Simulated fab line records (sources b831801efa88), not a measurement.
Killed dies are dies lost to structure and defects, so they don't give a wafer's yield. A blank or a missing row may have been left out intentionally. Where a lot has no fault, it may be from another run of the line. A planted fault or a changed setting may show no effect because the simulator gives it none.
Which tool is to blame?    flow gf180mcu    11 lots, 33 wafers sampled, at 3 steps of a route of 602

## WHAT EACH GAUGE READ, for each wafer
GF_NSD_TW_MEAS_12.
lot   measured      on             NSD_TW
L154  day 13 07:56  film metro-02  4207 4218 4220
L156  day 13 22:55  film metro-01  4005 4007 3995
L158  day 14 20:08  film metro-02  3944 3977 3948
L167  day 17 22:21  film metro-01  4293 4316 4311
L168  day 18 10:53  film metro-03  4285 4247 4256
L169  day 18 21:31  film metro-01  4272 4277 4264
L170  day 18 22:07  film metro-01  4316 4290 4302
L171  day 19 08:28  film metro-02  4217 4187 4194
L175  day 20 15:49  film metro-01  4288 4286 4298
L176  day 21 00:28  film metro-01  4315 4338 4303
L177  day 21 05:22  film metro-03  4276 4290 4280

## EACH LOT AND THE TOOL THAT RAN IT (in order: tool; ch and the chambers of the sampled wafers; start)
lot   GF_NSD_IMPLANT_09                GF_NSD_STRIP_11
L154  implanter-01 ch 0, day 13 07:35  plasma asher-04 ch 0,1, day 13 07:51
L156  implanter-01 ch 0, day 13 22:31  plasma asher-04 ch 0,1, day 13 22:49
L158  implanter-01 ch 0, day 14 19:41  plasma asher-04 ch 0,1, day 14 20:02
L167  implanter-02 ch 0, day 17 21:59  plasma asher-04 ch 0,1, day 17 22:16
L168  implanter-01 ch 0, day 18 10:29  plasma asher-04 ch 0, day 18 10:47
L169  implanter-01 ch 0, day 18 21:07  plasma asher-03 ch 1, day 18 21:25
L170  implanter-01 ch 0, day 18 21:44  plasma asher-03 ch 0,1, day 18 22:01
L171  implanter-01 ch 0, day 19 08:04  plasma asher-04 ch 0,1, day 19 08:22
L175  implanter-01 ch 0, day 20 15:26  plasma asher-01 ch 0,1, day 20 15:43
L176  implanter-01 ch 0, day 21 00:07  plasma asher-01 ch 0,1, day 21 00:22
L177  implanter-01 ch 0, day 21 04:58  plasma asher-03 ch 0,1, day 21 05:16
- GF_NSD_IMPLANT_09
- GF_NSD_STRIP_11: strips in O2/N2.

## THE ANSWER, worked out from the rows above alone
Rule: the usual values come from the lots themselves. Put in order of their means at a reading, lots are off if they are a third of the lots or fewer, leave a main group of 4 or more, and stand apart from it by a gap of 3 or more times the standard deviation of the main group's means; of several such gaps the widest counts. Not used: any main group whose means are identical at the precision the tables above print for the reading. A lot without any number at a reading at which 4 lots or more have one is off too. Any other lot the step has rows for is counted as sound.
Off: L156, L158, at GF_NSD_TW_MEAS_12 (NSD_TW). The main group has a mean of 4272 with a standard deviation of 39.
If a tool, at a process step before that reading, ran all the lots that are off and no sound lot after the first of them, it fits. Gauges at GF_NSD_TW_MEAS_12: tried the same way as those tools. Not one of the candidates tried fits.

## WHAT WAS PUT IN BY THE SIMULATOR
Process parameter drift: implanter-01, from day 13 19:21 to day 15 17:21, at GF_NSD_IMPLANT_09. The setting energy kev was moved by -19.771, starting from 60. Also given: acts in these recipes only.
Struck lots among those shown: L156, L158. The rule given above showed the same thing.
